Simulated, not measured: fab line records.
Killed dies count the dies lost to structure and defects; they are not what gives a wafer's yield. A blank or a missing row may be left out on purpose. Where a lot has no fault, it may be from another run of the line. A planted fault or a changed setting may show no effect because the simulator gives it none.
2 desks looking at one fault | flow sky130 | each desk has only its own numbers; what lay behind them comes last

== THE METROLOGY DESK ==
Means of the sampled wafers that have a number, per lot and without regard to the tool the lot ran on: this is what the gauges read. Any lot whose mean is over 4 standard deviations away from the usual mean is out of limits and marked OUT; that distance is given in the brackets.
Columns: A = cd_nm at SKY_VT_ADJUST_HVTR_CD_MEAS_07, usual 379.6 nm; B = GATE_OXIDE_OVL at SKY_GATE_OXIDE_OVL_MEAS_10, usual 0.6 nm
lot  | first seen here | A     | B
L331 | day 9 14:29     | 378.5 | -0.1
L332 | day 9 16:48     | 383.3 | 2.4
L333 | day 10 04:14    | 381.5 | 0.6
L334 | day 10 10:47    | 377.1 | -0.4
L336 | day 10 18:56    | 380.2 | 2.1
L337 | day 11 04:19    | 379.0 | -1.0
L338 | day 11 16:13    | 378.3 | 3.2
L339 | day 11 22:04    | 381.3 | 1.2
L344 | day 13 08:24    | 380.0 | 0.2
L351 | day 15 12:45    | 377.9 | 1.2
L353 | day 16 00:11    | 382.2 | 1.2
L354 | day 16 09:41    | 381.2 | 0.8
This desk's finding: nothing out of limits on any of the 12 lots.

== TOOL OWNER'S DESK, litho_track-01 ==
The tool's own readings at SKY_LDD_N_COAT_02 (resist thk 300 nm): means of the sampled wafers that have a number, for each lot that ran on this tool. Any lot whose mean is over 4 standard deviations away from the usual mean is out of limits and marked OUT; that distance is given in the brackets.
Columns: A = chill_plate_temp_C at SKY_LDD_N_COAT_02, usual 22.99 C; B = spin_speed_rpm at SKY_LDD_N_COAT_02, usual 2999.5 rpm
lot  | first seen here | A     | B
L331 | day 17 02:08    | 22.86 | 2998.8
L332 | day 17 10:13    | 23.07 | 2999.8
L333 | day 18 02:26    | 22.88 | 3000.9
L338 | day 19 21:38    | 22.94 | 3000.3
L344 | day 21 20:07    | 23.06 | 2997.2
L351 | day 24 06:25    | 22.94 | 2830.5 (-89) OUT
L353 | day 24 17:32    | 23.03 | 2828.1 (-90) OUT
This desk finds L351, L353 out of limits, L351 being first, at day 24 06:25 (spin_speed_rpm at SKY_LDD_N_COAT_02). In limits: L331, L332, L333, L338, L344.

== ALL TOGETHER ==
At day 24 06:25, on L351, L353, the tool owner's desk was in a position to raise an alarm.
Metrology desk: nothing out of limits seen.
The metrology desk holds a record of L351, L353, inside its limits.
On litho_track-01, each named lot ran SKY_LDD_N_COAT_02.

== WHAT HAD BEEN PUT IN BY THE SIMULATOR ==
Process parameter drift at SKY_LDD_N_COAT_02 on litho_track-01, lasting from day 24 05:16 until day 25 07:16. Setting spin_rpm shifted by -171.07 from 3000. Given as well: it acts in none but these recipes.
Struck lots among those shown: L351, L353.
Hours from the fault's start to each desk's first reading out of limits: the tool owner's desk, 1.
